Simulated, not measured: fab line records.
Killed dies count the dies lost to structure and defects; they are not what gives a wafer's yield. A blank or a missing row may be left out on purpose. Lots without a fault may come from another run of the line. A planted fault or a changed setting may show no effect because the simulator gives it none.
fab line records	flow sky130
record lots=12	wafers=36	last_day=50
route steps=708 shown POLY_GATE@230 LDD_N@253 LDD_P@263 LDD_HVP@282 PAD_OPEN@708
lots that met no fault: taken from a fault-free run of the same line
start_h: the number of hours between the record's first day and the start of the first shown wafer of the lot	wait_h: hours since the lot's step before	" the same as in the row above	L1.1+2: a single row standing in for several wafers	- no value present, or no start provided	* or withheld: withheld	< > ~ a bound
route shown NAME@n: names a module that has steps shown in the file, with the first one's number in the route	usual: mean/standard deviation taken from wafers without a fault	same: alike in all rows	chamber/n: place in a boat	sites: readings site by site	_std_site: how widely they spread, as a standard deviation	_edge_site: inner sites' mean taken away from outer sites' mean	radius_mm: how far each site lies from the wafer's centre	mask NAME#n: copy n	behind: the last tool/chamber to shape the wafer	hold: the reason the lot was held/the length of the hold in hours/how it ended	device: transistor that didn't switch, given as n, p or np	end of line: at the end of the route, the tests of the same wafers	a step given without rows: its recipe and nothing more	killed: count of dies lost to structure and defects at first sort (not the wafer's yield)	map: dies across one wafer; x = killed, . = not, _ = none there
set.NAME: the setting the step ran with; set.NAME@STEP: the setting that earlier step ran with	model.NAME: the simulator's own value behind a step, which no gauge read
route steps across a sampled set of lots; one table per step, one row per wafer
services: the hour from which a tool's chamber was out of use, counted from the record's first day as start_h (under 0 if before that day), plus the number of hours and why
## steps
# step SKY_POLY_GATE_ETCH_16
# recipe stop_on=poly-Si	chemistry=CH3F/O2	target=Si3N4	source_w=400	bias_w=80	pressure_mtorr=25	ch3f_flow_sccm=40	O2_flow_sccm=30	time_s=147.5	target_depth_a=750
# usual O2_flow_sccm=30.00/0.087	chamber_pressure_mTorr=24.999/0.02	drypump_motor_current_A=5.7/0.48	oes_product_au=0.641/0.0052	throttle_valve_pct=10.533/0.0093
lot.wafer	tool	chamber	start_h	wait_h	O2_flow_sccm	chamber_pressure_mTorr	drypump_motor_current_A	oes_product_au	rf_hours_counter_h	throttle_valve_pct
L291.2	rie_diel-01	1	354.32	0.0	29.96	24.999	5.2	0.641	12	10.533
L291.4	"	3	"	"	29.93	24.994	5.7	0.643	34	10.545
L291.6	"	0	"	"	29.92	24.994	5.7	0.646	-	10.539
L294.1	rie_diel-01	1	379.82	0.0	29.83	25.016	5.2	0.649	13	10.549
L294.3	"	0	"	"	30.12	25.022	5.7	0.642	14	10.541
L294.4	"	2	"	"	30.02	25.001	4.7	0.646	5	10.519
L295.1	rie_diel-01	2	398.97	0.0	30.13	25.015	4.7	0.636	5	10.521
L295.2	"	3	"	"	30.03	24.987	5.7	0.645	35	10.534
L295.6	"	0	"	"	29.98	24.954	5.7	0.644	-	10.526
L296.2	rie_diel-02	2	400.23	0.0	29.88	24.983	5.9	0.638	0	10.555
L296.4	"	1	"	"	30.11	25.026	6.3	0.641	99	10.526
L296.5	"	3	"	"	30.04	24.983	5.6	0.639	-	10.532
L297.1	rie_diel-02	1	410.97	0.0	30.03	24.984	6.2	0.640	99	10.526
L297.3	"	2	"	"	29.90	24.998	5.9	0.645	0	10.524
L297.6	"	1	"	"	29.90	25.036	6.2	0.636	-	10.526
L301.4	rie_diel-04	2	452.82	0.0	29.96	24.976	5.3	0.650	1	10.554
L301.5	"	1	"	"	29.89	24.996	6.0	0.641	-	10.534
L301.6	"	2	"	"	29.97	25.013	5.3	0.640	-	10.533
L302.1	rie_diel-04	1	461.42	0.0	29.95	25.018	6.0	0.643	35	10.535
L302.2	"	0	"	"	29.93	24.993	6.0	0.645	14	10.535
L302.4	"	3	"	"	30.12	24.998	5.6	0.647	27	10.541
L304.1	rie_diel-01	2	495.92	0.0	30.06	24.991	4.7	0.647	7	10.537
L304.3	"	3	"	"	30.03	25.020	5.7	0.638	37	10.525
L304.5	"	2	"	"	30.03	24.997	4.7	0.642	-	10.538
L306.2	rie_diel-01	1	526.03	0.0	29.98	24.982	5.2	0.647	15	10.532
L306.5	"	2	"	"	29.93	24.942	4.7	0.636	-	10.528
L306.6	"	3	"	"	29.89	25.001	5.7	0.640	-	10.538
L305.3	rie_diel-02	2	526.38	0.0	30.08	25.017	5.9	0.635	2	10.517
L305.4	"	1	"	"	30.01	24.990	6.3	0.649	1	10.535
L305.6	"	1	"	"	30.01	25.011	6.3	0.634	-	10.524
L312.1	rie_diel-01	2	581.47	0.0	30.04	24.997	4.7	0.631	8	10.532
L312.3	"	0	"	"	30.08	25.011	5.7	0.641	17	10.527
L312.4	"	3	"	"	30.03	24.981	5.7	0.636	38	10.540
L313.3	rie_diel-01	0	589.87	0.0	29.93	24.970	5.7	0.638	18	10.542
L313.4	"	1	"	"	30.03	24.989	5.2	0.646	17	10.544
L313.5	"	1	"	"	29.95	24.992	5.2	0.639	-	10.522
# step SKY_LDD_N_STRIP_16
# recipe chemistry=O2/N2	power_w=1400	pressure_mtorr=1500	platen_temp_c=withheld	o2_flow_sccm=3000	n2_flow_sccm=300	overash_fraction=0.5
# usual chamber_pressure_mTorr=1500.1/1.4	drypump_motor_current_A=5.8/0.44	oes_product_au=0.407/0.0042	strip_time_to_endpoint_s=4.312/0.013
lot.wafer	tool	chamber	start_h	wait_h	chamber_pressure_mTorr	drypump_motor_current_A	oes_product_au	rf_hours_counter_h	strip_time_to_endpoint_s
L291.2	plasma_asher-01	1	386.61	0.1	1500.8	6.6	0.400	68	4.324
L291.4	"	1	"	"	1500.1	6.6	0.412	-	4.342
L291.6	"	1	"	"	1502.0	6.6	0.414	-	4.309
L294.1	plasma_asher-01	1	411.31	0.1	1499.9	6.6	0.403	70	4.325
L294.3	"	1	"	"	1501.6	6.6	0.411	-	4.317
L294.4	"	0	"	"	1500.5	5.6	0.399	-	4.305
L295.1	plasma_asher-01	1	432.47	0.1	1501.2	6.6	0.408	73	4.305
L295.2	"	0	"	"	1498.5	5.6	0.412	73	4.295
L295.6	"	1	"	"	1500.4	6.6	0.405	-	4.320
L296.2	plasma_asher-01	0	433.72	0.1	1498.5	5.6	0.412	73	4.303
L296.4	"	1	"	"	1500.8	6.6	0.405	-	4.306
L296.5	"	1	"	"	1497.0	6.6	0.410	-	4.292
L297.1	plasma_asher-03	1	446.71	0.1	1497.3	5.5	0.408	32	4.341
L297.3	"	0	"	"	1499.4	5.2	0.406	-	4.329
L297.6	"	0	"	"	1501.3	5.2	0.415	-	4.332
L301.4	plasma_asher-01	0	485.79	0.1	1498.6	5.6	0.416	-	4.314
L301.5	"	1	"	"	1499.3	6.6	0.401	-	4.322
L301.6	"	0	"	"	1501.9	5.6	0.407	-	4.311
L302.1	plasma_asher-01	1	495.97	0.1	1498.8	6.6	0.402	80	4.323
L302.2	"	0	"	"	1500.4	5.6	0.412	80	4.321
L302.4	"	0	"	"	1498.1	5.5	0.404	-	4.315
L304.1	plasma_asher-01	0	530.16	0.1	1501.6	5.6	0.407	83	4.327
L304.3	"	0	"	"	1499.9	5.5	0.408	-	4.331
L304.5	"	0	"	"	1499.7	5.6	0.403	-	4.312
L306.2	plasma_asher-04	0	560.22	0.1	1498.3	5.8	0.406	13	4.282
L306.5	"	1	"	"	1500.2	5.7	0.413	-	4.294
L306.6	"	0	"	"	1501.7	5.8	0.408	-	4.314
L305.3	plasma_asher-03	0	560.55	0.1	1499.7	5.2	0.405	-	4.308
L305.4	"	1	"	"	1499.6	5.5	0.404	-	4.309
L305.6	"	0	"	"	1500.3	5.2	0.400	-	4.308
L312.1	plasma_asher-03	0	614.01	0.1	1499.4	5.2	0.409	46	4.307
L312.3	"	0	"	"	1500.7	5.2	0.417	-	4.328
L312.4	"	1	"	"	1503.0	5.5	0.405	-	4.322
L313.3	plasma_asher-01	0	622.04	0.1	1498.7	5.6	0.401	-	4.317
L313.4	"	1	"	"	1501.2	6.5	0.407	-	4.304
L313.5	"	1	"	"	1500.4	6.6	0.405	-	4.294
# step SKY_LDD_P_OVL_MEAS_08
# usual LDD_P_OVL=-0.7/1.5
lot.wafer	tool	chamber	start_h	wait_h	LDD_P_OVL[nm]
L291.2	overlay-01	-	416.60	0.1	1.6
L291.4	"	-	"	"	2.3
L291.6	"	-	"	"	2.1
L294.1	overlay-02	-	441.34	0.1	1.1
L294.3	"	-	"	"	0.2
L294.4	"	-	"	"	0.4
L295.1	overlay-02	-	463.46	0.1	1.2
L295.2	"	-	"	"	0.7
L295.6	"	-	"	"	0.6
L296.2	overlay-01	-	465.02	0.1	1.4
L296.4	"	-	"	"	1.1
L296.5	"	-	"	"	-2.0
L297.1	overlay-01	-	476.80	0.1	0.6
L297.3	"	-	"	"	0.3
L297.6	"	-	"	"	2.1
L301.4	overlay-01	-	516.57	0.1	-4.4
L301.5	"	-	"	"	-4.0
L301.6	"	-	"	"	-3.0
L302.1	overlay-01	-	526.44	0.1	-0.5
L302.2	"	-	"	"	-0.7
L302.4	"	-	"	"	1.1
L304.1	overlay-01	-	559.19	0.1	-1.1
L304.3	"	-	"	"	-0.9
L304.5	"	-	"	"	0.4
L306.2	overlay-02	-	590.15	0.1	-1.7
L306.5	"	-	"	"	-2.5
L306.6	"	-	"	"	-1.4
L305.3	overlay-01	-	590.45	0.1	-0.3
L305.4	"	-	"	"	0.4
L305.6	"	-	"	"	-0.3
L312.1	overlay-01	-	642.17	0.1	-0.1
L312.3	"	-	"	"	-0.2
L312.4	"	-	"	"	-1.5
L313.3	overlay-02	-	650.37	0.1	-0.5
L313.4	"	-	"	"	0.8
L313.5	"	-	"	"	2.1
# step SKY_LDD_HVP_EXPOSE_04
# recipe mask_id=HVPTM	na=0.6	source_shape=conventional	sigma_outer=0.6	polarization=unpolarized	target_cd_nm=700	dose_mj=86
# usual exposure_dose_mJ_cm2=86.01/0.079
# same na=0.6	sigma_outer=0.6
lot.wafer	tool	chamber	start_h	wait_h	mask	exposure_dose_mJ_cm2
L291.2	iline_stepper-01	0	462.23	-	HVPTM#0	85.95
L291.4	"	0	"	"	HVPTM#0	85.93
L291.6	"	0	"	"	HVPTM#0	85.92
L294.1	iline_stepper-01	0	488.29	-	HVPTM#0	85.97
L294.3	"	0	"	"	HVPTM#0	85.99
L294.4	"	0	"	"	HVPTM#0	86.10
L295.1	iline_stepper-02	0	510.11	-	HVPTM#0	86.10
L295.2	"	0	"	"	HVPTM#0	85.87
L295.6	"	0	"	"	HVPTM#0	85.98
L296.2	iline_stepper-02	0	512.35	-	HVPTM#0	86.11
L296.4	"	0	"	"	HVPTM#0	86.05
L296.5	"	0	"	"	HVPTM#0	85.97
L297.1	iline_stepper-01	0	523.06	-	HVPTM#0	86.11
L297.3	"	0	"	"	HVPTM#0	86.01
L297.6	"	0	"	"	HVPTM#0	86.07
L301.4	iline_stepper-02	0	560.22	-	HVPTM#0	81.86
L301.5	"	0	"	"	HVPTM#0	81.89
L301.6	"	0	"	"	HVPTM#0	81.89
L302.1	iline_stepper-02	0	570.98	-	HVPTM#0	81.75
L302.2	"	0	"	"	HVPTM#0	82.04
L302.4	"	0	"	"	HVPTM#0	81.98
L304.1	iline_stepper-02	0	604.06	-	HVPTM#0	82.12
L304.3	"	0	"	"	HVPTM#0	81.98
L304.5	"	0	"	"	HVPTM#0	81.99
L306.2	iline_stepper-01	0	634.08	-	HVPTM#0	86.01
L306.5	"	0	"	"	HVPTM#0	85.96
L306.6	"	0	"	"	HVPTM#0	85.95
L305.3	iline_stepper-02	0	634.35	-	HVPTM#0	81.81
L305.4	"	0	"	"	HVPTM#0	81.89
L305.6	"	0	"	"	HVPTM#0	81.81
L312.1	iline_stepper-01	0	682.66	-	HVPTM#0	86.06
L312.3	"	0	"	"	HVPTM#0	85.97
L312.4	"	0	"	"	HVPTM#0	85.94
L313.3	iline_stepper-01	0	692.75	-	HVPTM#0	86.00
L313.4	"	0	"	"	HVPTM#0	86.06
L313.5	"	0	"	"	HVPTM#0	86.04
# step SKY_PAD_OPEN_PROBE_99
# usual killed_at_M0_to_M3=44/7.3	killed_at_M4_up=3.2/1.8	killed_at_contacts=24/5.4	killed_at_front_end=16/4.4	killed_at_other=0.3/0.48	killed_dies=86/9.5	killed_open=47/7.7	killed_short=39/6.4
# same gross_dies=492	killed_at_back_side=0
lot.wafer	tool	chamber	start_h	wait_h	killed_at_M0_to_M3	killed_at_M4_up	killed_at_contacts	killed_at_front_end	killed_at_other	killed_dies	killed_open	killed_short
L291.2	prober-01	-	1059.80	0.1	46	1	25	18	1	91	57	34
L291.4	prober-01	-	1059.90	0.2	40	3	29	15	0	87	54	33
L291.6	prober-01	-	1060.00	0.2	52	6	28	20	0	106	62	44
L301.4	prober-02	-	1126.93	0.2	53	3	22	20	0	98	57	41
L301.5	prober-02	-	1126.98	0.2	47	5	24	19	0	95	43	52
L301.6	prober-02	-	1127.03	0.2	38	3	18	10	1	70	40	30
L302.1	prober-01	-	1134.40	0.1	35	2	20	12	0	69	41	28
L302.2	prober-01	-	1134.45	0.1	37	0	27	21	0	85	45	40
L302.4	prober-01	-	1134.55	0.2	32	2	21	19	1	75	42	33
# killed by level:class
L291.2 VIA1:geometric_particle:open=13 LI_CONTACT:geometric_particle:open=11 CONTACT:geometric_particle:open=9 VIA1:geometric_particle:short=7 VIA2:geometric_particle:open=7 FIELD_ISO:geometric_particle:open=6 METAL2:geometric_particle:short=5 VIA3:geometric_particle:open=5
L291.4 VIA1:geometric_particle:open=14 LI_CONTACT:geometric_particle:open=11 CONTACT:geometric_particle:open=10 VIA3:geometric_particle:open=6 POLY_GATE:geometric_particle:short=4 LI_CONTACT:geometric_particle:short=4 VIA2:geometric_particle:open=4 METAL1:geometric_particle:short=3
L291.6 VIA1:geometric_particle:open=13 VIA3:geometric_particle:open=13 LI_CONTACT:geometric_particle:open=8 CONTACT:geometric_particle:open=8 FIELD_ISO:geometric_particle:short=7 METAL2:geometric_particle:short=6 CONTACT:geometric_particle:short=5 VIA1:geometric_particle:short=4
L301.4 VIA1:geometric_particle:open=16 LI_CONTACT:geometric_particle:open=7 VIA3:geometric_particle:open=7 CONTACT:geometric_particle:open=6 VIA2:geometric_particle:open=6 FIELD_ISO:geometric_particle:open=5 POLY_GATE:geometric_particle:open=5 METAL1:geometric_particle:short=5
L301.5 VIA1:geometric_particle:open=13 METAL1:geometric_particle:short=9 FIELD_ISO:geometric_particle:open=7 VIA1:geometric_particle:short=6 LI_CONTACT:geometric_particle:open=6 LOCAL_INTERCONNECT:geometric_particle:short=6 CONTACT:geometric_particle:short=6 VIA3:geometric_particle:open=5
L301.6 VIA1:geometric_particle:open=12 VIA3:geometric_particle:open=7 VIA2:geometric_particle:open=6 LI_CONTACT:geometric_particle:open=5 VIA1:geometric_particle:short=5 CONTACT:geometric_particle:short=4 LOCAL_INTERCONNECT:geometric_particle:short=4 FIELD_ISO:geometric_particle:short=3
L302.1 CONTACT:geometric_particle:open=8 VIA1:geometric_particle:short=8 VIA1:geometric_particle:open=8 LI_CONTACT:geometric_particle:open=7 POLY_GATE:geometric_particle:short=5 VIA3:geometric_particle:open=5 METAL2:geometric_particle:short=3 VIA2:geometric_particle:open=3
L302.2 CONTACT:geometric_particle:open=16 POLY_GATE:geometric_particle:short=6 METAL1:geometric_particle:short=6 VIA1:geometric_particle:open=6 METAL2:geometric_particle:short=6 POLY_GATE:geometric_particle:open=5 VIA2:geometric_particle:open=5 FIELD_ISO:geometric_particle:short=4
L302.4 VIA1:geometric_particle:open=8 CONTACT:geometric_particle:open=8 LI_CONTACT:geometric_particle:open=6 METAL1:geometric_particle:short=6 POLY_GATE:geometric_particle:short=5 POLY_GATE:geometric_particle:open=4 LI_CONTACT:geometric_particle:short=4 VIA2:geometric_particle:open=4
## services
tool	chamber	start_h	hours	kind
rie_diel-01	-	345.29	4.0	pm
plasma_asher-01	-	371.90	3.5	repair
rie_diel-01	3	393.94	2.6	repair
iline_stepper-01	-	397.51	1.7	pm
rie_diel-02	-	407.02	1.1	repair
plasma_asher-01	-	413.08	0.5	repair
rie_diel-01	1	421.69	3.9	repair
iline_stepper-02	-	433.40	4.4	pm
rie_diel-01	1	436.87	11.6	repair
iline_stepper-02	-	443.19	0.8	pm
plasma_asher-01	-	453.44	2.8	pm
rie_diel-01	-	455.29	14.7	repair
plasma_asher-01	-	466.05	5.0	repair
iline_stepper-01	-	485.57	0.9	repair
iline_stepper-01	-	515.42	2.1	pm
rie_diel-01	2	527.07	22.2	repair
rie_diel-01	3	545.17	4.5	repair
iline_stepper-02	-	547.53	1.7	pm
rie_diel-01	2	554.23	4.6	repair
rie_diel-01	-	576.76	0.4	repair
rie_diel-01	3	594.73	2.4	repair
iline_stepper-01	-	615.69	1.7	pm
iline_stepper-01	-	666.38	1.3	repair
rie_diel-01	0	692.06	2.7	repair
## key
first_sign step=SKY_LDD_HVP_EXPOSE_04	reading=exposure_dose_mJ_cm2	direction=down	sigmas=52	usual=*	struck=*
effect none on later readings
met_at SKY_LDD_HVP_EXPOSE_04
struck_lots L301,L302,L304,L305
tester_left_out L301,L302,L304,L305
not_acting_at SKY_POLY_GATE_ETCH_16,SKY_LDD_N_STRIP_16,SKY_LDD_P_OVL_MEAS_08
onset_between 512.35 560.22
fault kind=process_parameter_drift	tool=iline_stepper-02	chamber=-	onset_h=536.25	steps=SKY_LDD_HVP_EXPOSE_04	channel=dose_mj	offset=-4.0692	shape=step	acts_in=these_recipes_only	stated=86
# tester_left_out: of these lots the tester's yield and bins aren't shown, on N5 and GAA mostly nor the transistor test; their killed dies are dies lost to structure and defects alone, not to doping, threshold or leakage, so they don't give the yield
